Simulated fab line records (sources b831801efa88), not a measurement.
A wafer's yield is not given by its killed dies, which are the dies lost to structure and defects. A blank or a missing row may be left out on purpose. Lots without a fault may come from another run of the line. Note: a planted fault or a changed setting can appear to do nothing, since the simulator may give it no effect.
8D (eight disciplines) problem report, filled in by code    flow sky130    the parts of the form that need people (team, actions taken, sign-off) are left out

== 1. THE PROBLEM ==
Wafers free of any fault read 928 nm (standard deviation 10) for LI_CONTACT_HDPCVD_THK at SKY_LI_CONTACT_THK_MEAS_01, against a mean of 1145 nm on 2 wafers of 2 lots. That is +22 standard deviations from the usual mean.
Seen first at day 31 20:10 on filmMetro-04, wafer L667.3. The record holds 33 wafers of 11 lots with a number at this step. Rule for "out", or "out of limits": more than 4 standard deviations from the usual mean. Any other wafer with a number is counted as sound.

== 2. WHAT IT IS, WHAT IT ISN'T ==
question                     is                          is not
which readings at this step  LI_CONTACT_HDPCVD_THK       -
which lots                   L667, L669                  L658, L659, L660, L662, L664, L676, L677, L678, L679
which wafers of those lots   L667.3, L669.5              L667.2, L667.6, L669.2, L669.6
read on which gauges         filmMetro-02, filmMetro-04  filmMetro-01
when                         from day 31 20:10           up to then (17 sound wafers); but 14 sound wafers of L669, L676, L677, L678, L679 came after

== 3. THE SUSPECTS, EACH WITH WHAT RULES IT OUT ==
Counting: a tool at a process step up to the reading stays a suspect if it ran every lot that is out. Sound lots after the first of them don't rule it out here, since some wafers of a struck lot are sound.
- the gauge at SKY_LI_CONTACT_THK_MEAS_01 is ruled out. The wafers that are out were read on 2 gauges (filmMetro-02, filmMetro-04).
- hdpcvd-02 at SKY_LI_CONTACT_HDPCVD_00 (deposits PSG, target thk 930 nm, time 155 s): kept. It processed each lot that is out (first: L667, day 31 20:04); up to then, its last sound lot is L664 (day 31 02:40). Out on those wafers are its own readings of runLengthS.
- Within hdpcvd-02 at SKY_LI_CONTACT_HDPCVD_00: the wafers that are out ran in chamber 0; their sound lot-mates ran in chambers 1, 2.
The count leaves hdpcvd-02 at SKY_LI_CONTACT_HDPCVD_00.

== 4. THE CAUSE (what the simulator had put in) ==
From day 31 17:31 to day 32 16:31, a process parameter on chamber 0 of hdpcvd-02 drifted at SKY_LI_CONTACT_HDPCVD_00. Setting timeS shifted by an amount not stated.
This tool alone remained once counting was done.

== 5. THE EFFECT CHAIN, in route order ==
Each row: a reading whose mean over the struck wafers that have a number lies more than 3 standard deviations from the usual. Only readings whose record carries a usual standard deviation are examined. hours: median over the lots of the time between each lot's start at the first step of this table that gives one and its start at this step. sigmas: the change, counted in usual standard deviations.
hours  step                        reading                usual    on struck wafers  change  sigmas
0      SKY_LI_CONTACT_HDPCVD_00    runLengthS             182.7 s  219.4             +36.8   +74
0      SKY_LI_CONTACT_THK_MEAS_01  LI_CONTACT_HDPCVD_THK  928 nm   1145              +217    +22
0      SKY_LI_CONTACT_CMP_02       timeToEndpointS        32 s     49                +17     +5.0
The process steps in it:
- SKY_LI_CONTACT_HDPCVD_00: deposits PSG, target thk 930 nm, time 155 s.
- SKY_LI_CONTACT_CMP_02: polishes PSG.

== 6. WHAT WOULD HAVE CAUGHT IT SOONER ==
The first out-of-limits reading at a measuring or inspecting step in this record came at day 31 20:10, 3 hours after the fault's start at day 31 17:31.
The tool's own readings at SKY_LI_CONTACT_HDPCVD_00 were out on every struck wafer that the step has a row for (runLengthS): an alarm limit on them would have fired on the first of those.
L669, from the lots that are out (2), started SKY_LI_CONTACT_HDPCVD_00 on hdpcvd-02 later than day 31 20:10. A hold on the tool at that time would have spared it.
